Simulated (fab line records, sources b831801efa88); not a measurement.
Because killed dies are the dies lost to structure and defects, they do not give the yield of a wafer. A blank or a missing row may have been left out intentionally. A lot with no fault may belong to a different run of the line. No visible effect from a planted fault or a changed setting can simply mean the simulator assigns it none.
A struck lot beside a sound one || flow sky130 || 14 steps out of a route of 708
Sound: these wafers, L840.1, L840.2, L840.3. Wafers L837.1, L837.4, L837.5 were the ones struck. At the end, the cause is stated.
Order at every step that has rows: each side's tool, ch and its chambers, its first start. Under that, the readings that differ: sound wafers || struck wafers || difference of the means || sigmas: that difference in standard deviations of wafers without a fault.
alike: readings whose means differ by less than 2 such deviations, and words and numbers that are the same on both sides. not compared: withheld readings, readings that some wafer has no value for, bounds like >300 that may hide the same value, and numbers for which the record gives no deviation and whose values overlap.
Wherever a step has rows on one side only, a row that says differs or no value, or a row with sigmas, the two part there. Numbers that don't overlap but have no deviation are shown without sigmas and don't part them. A reading missing from all wafers of one side parts the sides only when that side holds two or more wafers.

SKY_VIA3_OVL_MEAS_13:
  sound on overlay-02, day 42 06:58; struck on overlay-01, day 41 13:07
{"reading": "VIA3_OVL (nm)", "sound": "10 0 7", "struck": "-13 -14 -6", "difference": -17, "sigmas": -3}
SKY_VIA3_ETCH_14: etches BARC in N2/H2, stops on SiO2, time 45.9 s, target depth 60 nm.
  sound on rie diel-04 ch 0,1,2, day 42 07:00; struck on rie diel-02 ch 0,1,3, day 41 13:09
  alike: drypump motor current A, oes product au, throttle valve pct
  not compared: rf hours counter h
then, 1 step without rows for these wafers: SKY_VIA3_ETCH_15 (etches SiO2 in C4F8/O2/Ar, stops on TiN, target depth 507 nm, time 78 s).
SKY_VIA3_STRIP_16: strips in O2/N2.
  sound on plasma asher-03 ch 0,1, day 42 07:06; struck on plasma asher-04 ch 0,1, day 41 13:15
  alike: drypump motor current A, o2 flow sccm, oes product au, strip time to endpoint s
  not compared: rf hours counter h
then, 3 steps without rows for these wafers: SKY_VIA3_STRIP_17 (strips in post etch residue remover, time 1200 s); SKY_VIA3_CLEAN_18 (cleans in IPA, time 180 s); SKY_VIA3_CLEAN_19 (cleans in O3/DIW).
SKY_VIA3_SPUTTER_20: material TiN, target thk 20 nm, time 80 s.
  sound on pvd sputter-01, day 42 07:41; struck on pvd sputter-03, day 41 13:53
  alike: cathode dc power W, chamber pressure pa, throttle valve pct
SKY_VIA3_CVD_21: deposits W, target thk 390 nm, time 117.31 s.
  sound on cvd w-02 ch 0,1, day 42 07:45; struck on cvd w-01 ch 0,1, day 41 13:56
  alike: heater power w
SKY_VIA3_RS_MEAS_22: a four-point-probe measurement.
  sound on film metro-03, day 42 07:52; struck on film metro-03, day 41 14:04
  alike: VIA3_W_RS
SKY_VIA3_THK_MEAS_23: measures by xrf.
  sound on film metro-03, day 42 07:59; struck on film metro-03, day 41 14:11
  alike: VIA3_W_THK
SKY_VIA3_CMP_24: polishes, stops on SiO2, t overpolish 20 s, target thk 0 nm.
  sound on cmp-01 ch 1,2,3, day 42 08:17; struck on cmp-02 ch 0,1,2, day 41 14:17
  alike: motor current A, overpolish run s, time to endpoint s
SKY_METAL4_SPUTTER_00: material Ti, target thk 15 nm, time 10 s.
  sound on pvd sputter-03, day 42 08:32; struck on pvd sputter-04, day 41 14:35
  no value came back on the struck wafers for cathode dc power W (W), chamber pressure pa (Pa), throttle valve pct (%); on the sound wafers cathode dc power W (W) reads 3000.0 3000.3 3000.0
then, 1 step without rows for these wafers: SKY_METAL4_SPUTTER_01 (material TiN, target thk 20 nm, time 16.7 s).

== WHERE THEY PART ==
First at SKY_VIA3_OVL_MEAS_13; last, within this record, at SKY_METAL4_SPUTTER_00.

WHY: whatever the simulator had introduced
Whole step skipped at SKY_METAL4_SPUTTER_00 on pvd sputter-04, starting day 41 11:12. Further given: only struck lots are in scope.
